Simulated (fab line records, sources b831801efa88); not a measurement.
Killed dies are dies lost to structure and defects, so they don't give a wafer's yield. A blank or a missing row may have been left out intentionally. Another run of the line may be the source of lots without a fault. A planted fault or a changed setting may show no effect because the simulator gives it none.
What tool caused it? | flow gf180mcu | 14 lots with 41 wafers sampled at 5 steps, on a route of 602 steps

== WHAT THE GAUGES READ, wafer by wafer ==
GF_DUAL_GATE_OVL_MEAS_11. Usual: for DUAL_GATE_OVL the level is -0.1 nm and the standard deviation is 1.4.
lot  | measured     | on         | DUAL_GATE_OVL (nm) | flag
L479 | day 8 09:58  | overlay-02 | 1.1 0.9 0.2        |
L480 | day 8 11:56  | overlay-01 | -0.6 -0.6 -1.3     |
L482 | day 9 03:34  | overlay-01 | 0.1 -1.2 0.8       |
L483 | day 9 13:34  | overlay-02 | 0.0 -0.9 1.1       |
L484 | day 9 18:25  | overlay-02 | -3.6 -1.2 -1.6     |
L485 | day 10 01:52 | overlay-01 | 0.3 0.9 0.2        |
L486 | day 10 05:38 | overlay-02 | -3.1 -2.2 -1.7     |
L487 | day 10 12:54 | overlay-01 | 2.0 2.5 2.0        |
L488 | day 11 03:44 | overlay-02 | -0.2 -1.3 -1.4     |
L491 | day 12 07:37 | overlay-01 | 3.3 3.2 1.7        |
L497 | day 13 16:52 | overlay-02 | 3.1 -0.7           |
L498 | day 13 21:41 | overlay-02 | 1.0 0.6 1.2        |
L499 | day 14 02:42 | overlay-02 | -0.4 -0.8 -1.0     |
L502 | day 15 06:22 | overlay-01 | 0.0 -0.2 1.4       |

GF_HV_LDD_CD_MEAS_07: target cd 400 nm. Usual: cd-nm 400.7 nm, standard deviation 2.2.
lot  | measured     | on        | cd-nm (nm)        | flag
L479 | day 10 02:22 | cd-sem-01 | 400.1 397.6 399.7 |
L480 | day 10 07:11 | cd-sem-02 | 401.4 401.3 402.8 |
L482 | day 10 21:11 | cd-sem-02 | 398.6 399.6 398.0 |
L483 | day 11 08:04 | cd-sem-01 | 398.7 398.8 400.6 |
L484 | day 11 14:39 | cd-sem-02 | 397.8 399.5 396.4 |
L485 | day 11 20:14 | cd-sem-02 | 406.1 404.3 406.1 |
L486 | day 11 23:34 | cd-sem-01 | 400.3 402.5 400.7 |
L487 | day 12 08:13 | cd-sem-01 | 400.8 402.2 402.1 |
L488 | day 13 01:10 | cd-sem-02 | 406.9 401.8 404.1 |
L491 | day 14 06:00 | cd-sem-02 | 400.5 399.6 399.6 |
L497 | day 15 19:00 | cd-sem-01 | 401.1 401.7       |
L498 | day 16 01:24 | cd-sem-01 | 398.9 399.4 402.8 |
L499 | day 16 04:08 | cd-sem-02 | 399.6 399.7 399.0 |
L502 | day 17 07:57 | cd-sem-02 | 400.0 400.2 400.8 |

GF_SAB_THK_MEAS_01. Usual: for SAB_CVD_00_THK the level is 50.1 nm and the standard deviation is 0.6.
lot  | measured     | on            | SAB_CVD_00_THK (nm) | flag
L479 | day 14 09:04 | film-metro-02 | 49.8 49.6 51.1      |
L480 | day 14 14:58 | film-metro-02 | 49.7 49.5 49.7      |
L482 | day 15 06:14 | film-metro-01 | 49.4 49.6 49.9      |
L483 | day 15 18:40 | film-metro-02 | 50.4 49.6 50.4      |
L484 | day 16 04:46 | film-metro-03 | 50.0 50.5 50.5      |
L485 | day 16 09:25 | film-metro-01 | 49.1 49.0 50.0      |
L486 | day 16 14:50 | film-metro-02 | 51.2 50.9 50.4      |
L487 | day 16 22:41 | film-metro-02 | 49.0 50.0 50.0      |
L488 | day 17 17:50 | film-metro-02 | 49.4 50.7 49.8      |
L491 | day 19 04:22 | film-metro-02 | 49.4 50.0 50.6      |
L497 | day 20 21:35 | film-metro-02 | 46.0 51.1           |
L498 | day 21 04:18 | film-metro-02 | 50.3 46.0 50.6      |
L499 | day 21 13:10 | film-metro-01 | 49.7 46.2 50.6      |
L502 | day 22 15:11 | film-metro-02 | 50.5 49.0 49.4      |

GF_SALICIDE_THK_MEAS_05: measures by xrf. Usual: for SALICIDE_TIN_THK the level is 20.34 nm and the standard deviation is 0.26.
lot  | measured     | on            | SALICIDE_TIN_THK (nm) | flag
L479 | day 15 07:22 | film-metro-03 | 20.48 20.54 20.57     |
L480 | day 15 13:06 | film-metro-03 | 20.37 20.76 20.45     |
L482 | day 16 04:13 | film-metro-03 | 20.18 20.11 19.95     |
L483 | day 16 17:33 | film-metro-03 | 20.93 20.57 20.55     |
L484 | day 17 04:02 | film-metro-04 | 20.12 20.26 20.44     |
L485 | day 17 08:51 | film-metro-03 | 20.53 20.39 20.44     |
L486 | day 17 14:31 | film-metro-03 | 20.59 20.85 20.29     |
L487 | day 17 22:45 | film-metro-04 | 20.23 20.04 20.31     |
L488 | day 18 17:46 | film-metro-02 | 20.05 19.90 20.16     |
L491 | day 20 05:16 | film-metro-03 | 20.54 20.72 20.60     |
L497 | day 21 21:37 | film-metro-02 | 20.34 20.46           |
L498 | day 22 04:22 | film-metro-03 | 20.11 20.31 20.37     |
L499 | day 22 13:24 | film-metro-03 | 20.87 20.84 20.58     |
L502 | day 23 14:46 | film-metro-04 | 20.24 19.88 20.10     |

== TOOL THAT RAN EACH LOT (tool first, then ch and the chambers of the sampled wafers, then the start) ==
lot  | GF_SAB_CVD_00
L479 | pecvd-04 ch 0,1,2, day 14 09:02
L480 | pecvd-04 ch 0,1,2, day 14 14:57
L482 | pecvd-01 ch 0,2, day 15 06:13
L483 | pecvd-01 ch 0,1,2, day 15 18:38
L484 | pecvd-01 ch 0,1,2, day 16 04:42
L485 | pecvd-04 ch 1,2, day 16 09:23
L486 | pecvd-01 ch 0,1,2, day 16 14:48
L487 | pecvd-01 ch 0,2, day 16 22:40
L488 | pecvd-01 ch 0,1,2, day 17 17:49
L491 | pecvd-01 ch 0,1, day 19 04:20
L497 | pecvd-04 ch 0, day 20 21:32
L498 | pecvd-04 ch 0,1,2, day 21 04:16
L499 | pecvd-04 ch 1,2, day 21 13:08
L502 | pecvd-02 ch 0,1,2, day 22 15:10
- GF_SAB_CVD_00: deposits SiO2 from TEOS, target thk 50 nm, time 4.9302 s.

== WHAT THE TOOLS THEMSELVES READ (means of the sampled wafers that have a number; where no wafer has one, the mark that the record gives instead) ==
GF_SAB_CVD_00. Usual: heater-power-w 615 W, standard deviation 100.
lot  | tool     | heater-power-w (W) | flag
L479 | pecvd-04 | 631                |
L480 | pecvd-04 | 637                |
L482 | pecvd-01 | 663                |
L483 | pecvd-01 | 515                |
L484 | pecvd-01 | 613                |
L485 | pecvd-04 | 641                |
L486 | pecvd-01 | 610                |
L487 | pecvd-01 | 640                |
L488 | pecvd-01 | 619                |
L491 | pecvd-01 | 524                |
L497 | pecvd-04 | 739                |
L498 | pecvd-04 | 609                |
L499 | pecvd-04 | 549                |
L502 | pecvd-02 | 633                |

== THE ANSWER, worked out from the rows above alone ==
Rule: take the mean of a lot's wafers that have a number; if it is more than 3 standard deviations from the usual mean, the lot is off. Also off: a lot with no number at a reading for which 4 or more lots have one. The other lots that the step has rows for count as sound. First the gauges in route order, then the tools' own readings, where a lot's mean is used as printed above. At the first step where some lot is off, the reading lying furthest off is the one used; lots without a number count as furthest.
None of the lots is off at any reading shown; this tells nothing.

== WHAT THE SIMULATOR PUT IN ==
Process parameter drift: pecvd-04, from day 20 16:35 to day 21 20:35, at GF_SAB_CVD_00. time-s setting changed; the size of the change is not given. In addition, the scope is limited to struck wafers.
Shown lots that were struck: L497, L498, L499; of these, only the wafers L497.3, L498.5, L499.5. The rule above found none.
